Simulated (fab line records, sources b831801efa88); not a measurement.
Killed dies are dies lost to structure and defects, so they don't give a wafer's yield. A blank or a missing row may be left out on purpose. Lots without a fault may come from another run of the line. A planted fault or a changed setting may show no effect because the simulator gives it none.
Tool commonality check | flow sky130 | 14 lots, 42 wafers sampled

WHY IT WAS OPENED
At SKY_LOCAL_INTERCONNECT_CD_MEAS_11 the reading cd_nm is flagged on 2 of 14 lots. Wafers without a fault read 169.3 nm, standard deviation 1.5.
Rule: a lot is flagged when every wafer of it that has a number lies more than 4 standard deviations from that mean, or none has a number. The other lots count as sound.

lot  | measured     | on        | cd_nm (nm), wafer by wafer | flag
L874 | day 29 23:31 | cd_sem-01 | 171.9 172.8 170.5          |
L875 | day 30 16:47 | cd_sem-02 | 169.6 169.3 170.9          |
L876 | day 31 04:02 | cd_sem-02 | 169.4 170.2 169.8          |
L878 | day 31 18:58 | cd_sem-02 | 168.9 170.8 169.7          |
L879 | day 32 06:10 | cd_sem-01 | 171.5 171.8 172.0          |
L880 | day 32 12:59 | cd_sem-02 | 170.2 171.1 170.8          |
L882 | day 33 04:53 | cd_sem-01 | 168.4 169.8 168.4          |
L881 | day 33 05:54 | cd_sem-01 | 167.7 167.0 166.4          |
L884 | day 34 03:28 | cd_sem-02 | 169.1 168.4 168.5          |
L885 | day 34 05:50 | cd_sem-02 | 169.4 168.3 169.2          |
L889 | day 35 15:37 | cd_sem-01 | 148.5 156.6 151.6          | FLAGGED
L890 | day 35 23:52 | cd_sem-02 | 159.4 137.4 145.6          | FLAGGED
L896 | day 37 08:34 | cd_sem-01 | 168.0 169.6 167.6          |
L897 | day 37 16:16 | cd_sem-01 | 169.7 170.4 169.3          |
The numbers of the flagged lots are 149.8 nm on average: -19.5 nm against the usual, or -13 standard deviations.

WHICH TOOL RAN EACH LOT
The record holds 2 process steps before the reading, out of a route of 708 steps. In each cell: the tool, then ch and the chambers that the sampled wafers went through, then the start.
lot  | flag    | SKY_POLY_CUT_STRIP_12                | SKY_LOCAL_INTERCONNECT_EXPOSE_08
L874 |         | plasma_asher-03 ch 0,1, day 23 20:49 | krf_scanner-02 ch 0, day 29 09:35
L875 |         | plasma_asher-04 ch 0,1, day 24 12:11 | krf_scanner-02 ch 0, day 30 02:38
L876 |         | plasma_asher-04 ch 0,1, day 25 04:01 | krf_scanner-01 ch 0, day 30 14:53
L878 |         | plasma_asher-01 ch 0,1, day 25 17:20 | krf_scanner-01 ch 0, day 31 05:31
L879 |         | plasma_asher-03 ch 0,1, day 26 04:34 | krf_scanner-01 ch 0, day 31 16:50
L880 |         | plasma_asher-03 ch 0,1, day 26 13:22 | krf_scanner-02 ch 0, day 31 23:46
L882 |         | plasma_asher-01 ch 0,1, day 27 05:50 | krf_scanner-01 ch 0, day 32 15:06
L881 |         | plasma_asher-01 ch 0,1, day 27 07:26 | krf_scanner-01 ch 0, day 32 16:11
L884 |         | plasma_asher-03 ch 0,1, day 28 05:38 | krf_scanner-01 ch 0, day 33 14:40
L885 |         | plasma_asher-03 ch 0,1, day 28 08:34 | krf_scanner-01 ch 0, day 33 16:26
L889 | FLAGGED | plasma_asher-03 ch 0, day 29 20:43   | krf_scanner-01 ch 0, day 35 02:55
L890 | FLAGGED | plasma_asher-03 ch 0,1, day 30 05:37 | krf_scanner-01 ch 0, day 35 10:59
L896 |         | plasma_asher-03 ch 0, day 31 17:52   | krf_scanner-02 ch 0, day 36 19:37
L897 |         | plasma_asher-04 ch 0,1, day 32 00:31 | krf_scanner-02 ch 0, day 37 03:04
What these steps do:
- SKY_POLY_CUT_STRIP_12: strips in O2/N2.
- SKY_LOCAL_INTERCONNECT_EXPOSE_08: exposes mask LI1M, target cd 170 nm.
- SKY_LOCAL_INTERCONNECT_CD_MEAS_11: target cd 170 nm.

FLAGGED OVER TOTAL, TOOL BY TOOL (the gauges that took the reading come last)
step                              | tool            | lots run | flagged | share of the flagged lots | sound lots run after its first flagged lot
SKY_POLY_CUT_STRIP_12             | plasma_asher-01 | 3        | 0       | none                      | -
SKY_POLY_CUT_STRIP_12             | plasma_asher-03 | 8        | 2       | all                       | 1 (L896)
SKY_POLY_CUT_STRIP_12             | plasma_asher-04 | 3        | 0       | none                      | -
SKY_LOCAL_INTERCONNECT_EXPOSE_08  | krf_scanner-01  | 9        | 2       | all                       | 0
SKY_LOCAL_INTERCONNECT_EXPOSE_08  | krf_scanner-02  | 5        | 0       | none                      | -
SKY_LOCAL_INTERCONNECT_CD_MEAS_11 | cd_sem-01       | 7        | 1       | some                      | 2 (L896,L897)
SKY_LOCAL_INTERCONNECT_CD_MEAS_11 | cd_sem-02       | 7        | 1       | some                      | 0

WHAT THE TABLE ALLOWS
2 rows of the table ran every flagged lot: plasma_asher-03 at SKY_POLY_CUT_STRIP_12, krf_scanner-01 at SKY_LOCAL_INTERCONNECT_EXPOSE_08.
- plasma_asher-03 at SKY_POLY_CUT_STRIP_12: 2 of its 8 lots flagged. Sound lots ran on it after the first flagged one (L896), which a lasting fault on the whole tool wouldn't allow.
- krf_scanner-01 at SKY_LOCAL_INTERCONNECT_EXPOSE_08: 2 of its 9 lots flagged. Its last sound lot is L885 (day 33 16:26), its first flagged lot L889 (day 35 02:55): a fault that began between those two fits.
One tool is left: krf_scanner-01 at SKY_LOCAL_INTERCONNECT_EXPOSE_08.

WHAT THE SIMULATOR HAD PUT IN
Process parameter drift: krf_scanner-01, from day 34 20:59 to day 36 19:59, at SKY_LOCAL_INTERCONNECT_EXPOSE_08. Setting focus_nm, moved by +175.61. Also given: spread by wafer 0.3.
Lots struck among those shown: L889, L890. The rule above found the same.
